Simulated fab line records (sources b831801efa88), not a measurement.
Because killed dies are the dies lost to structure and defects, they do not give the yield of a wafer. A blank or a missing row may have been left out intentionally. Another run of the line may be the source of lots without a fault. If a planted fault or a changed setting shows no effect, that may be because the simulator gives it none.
Split-lot trial ; flow sfq-line ; on a route of 325 steps: 4 lots, 9 wafers read

== SPLIT DETAILS ==
At SFQ_TRILAYER_C5_LITHO_COAT_156 (resist thk 62 nm), the setting resist-thk-nm was moved away from the recipe's 62 nm on 4 of the 9 wafers read, by -5.5% to +3.4%. The other wafers ran this setting at the recipe's value.

== FROM THE SPLIT TO THE READING: what the file shows between them, 3 steps ==
- SFQ_TRILAYER_C5_LITHO_COAT_151: resist thk 650 nm
- SFQ_TRILAYER_C5_LITHO_SOFTBAKE_155
- SFQ_TRILAYER_C5_LITHO_DEVELOP_153: time 60 s

== THE READING ==
etch.depth-nm (the simulator's own value, which no gauge read), in nm, at SFQ_TRILAYER_C5_BARC_OPEN_VIA_ETCH_210 (etches BARC in O2, target depth 125 nm, time 41.7 s). No usual value for it is given in the file. The 5 wafers here that ran the recipe average 61.94 nm, standard deviation 0.1 nm.

wafer;tool, chamber at the split;resist-thk-nm as run, nm;against the recipe;etch.depth-nm, nm;against lot-mates on the recipe
L074.1;litho-track-03, 0;62;recipe;61.92;-
L074.2;litho-track-03, 0;61.01;-1.6%;60.92;-1.00
L074.6;litho-track-03, 0;61.01;-1.6%;60.93;-0.99
L075.3;litho-track-03, 0;62;recipe;61.89;-
L075.4;litho-track-03, 0;62;recipe;62.09;-
L075.5;litho-track-03, 0;62;recipe;62;-
L077.1;litho-track-04, 0;62;recipe;61.78;-
L077.4;litho-track-04, 0;64.12;+3.4%;64.16;+2.38
L083.5;litho-track-02, 0;58.62;-5.5%;58.57;no lot-mate on the recipe

THE FIT
A straight line over all 9 wafers: etch.depth-nm changes by +0.629 nm for each +1% of resist-thk-nm; r = +1.00; the points scatter about the line by 0.094 nm.
The same after taking each lot's own level away (the mean of its wafers on the recipe; 8 wafers): +0.673 nm for each +1%; r = +1.00; scatter 0.073 nm.
Per that fit: largest resist-thk-nm move, reading shift of 3.7 nm.
From 61.780 to 61.993 nm: that is the span of the lots' own levels, equal to 2.0 times the standard deviation above.
The two slopes are in agreement: the lot-to-lot level therefore moves the slope only a little.
Check: +2.13 nm against its lot-mates is what the line predicts for one of the wafers moved furthest among these (+3.4%) when that wafer is left out of the fit. Against them it came out at +2.38 nm.

== FURTHER SPLITS ON THESE WAFERS ==
Before the reading, these wafers also passed through other splits. Each is held against what the fit with the lots' levels taken away leaves over:
other split on the same wafers;wafers away from the commonest value;r with etch.depth-nm (lot level and that fit taken away)
SFQ_TRILAYER_I5_BARC_OPEN_VIA_ETCH_200 source-w;1;-

== THE WHOLE CHAIN: every reading that the file lists as answering this split, in the file's order ==
step;what it does;reading;change (the file's fit);r (the file's)
SFQ_TRILAYER_C5_LITHO_COAT_156;resist thk 62 nm;BARC_of_TRILAYER_C5_LITHO_COAT_156.thk-nm (the simulator's own value, which no gauge read);+0.658 nm for each +1% of the setting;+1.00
SFQ_TRILAYER_C5_BARC_OPEN_VIA_ETCH_210;etches BARC in O2, target depth 125 nm, time 41.7 s;etch.depth-nm (the simulator's own value, which no gauge read);+0.678 nm for each +1% of the setting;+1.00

== THE FILE'S OWN FIT ==
etch.depth-nm changes by +0.678 nm for each +1% of resist-thk-nm, r = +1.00.
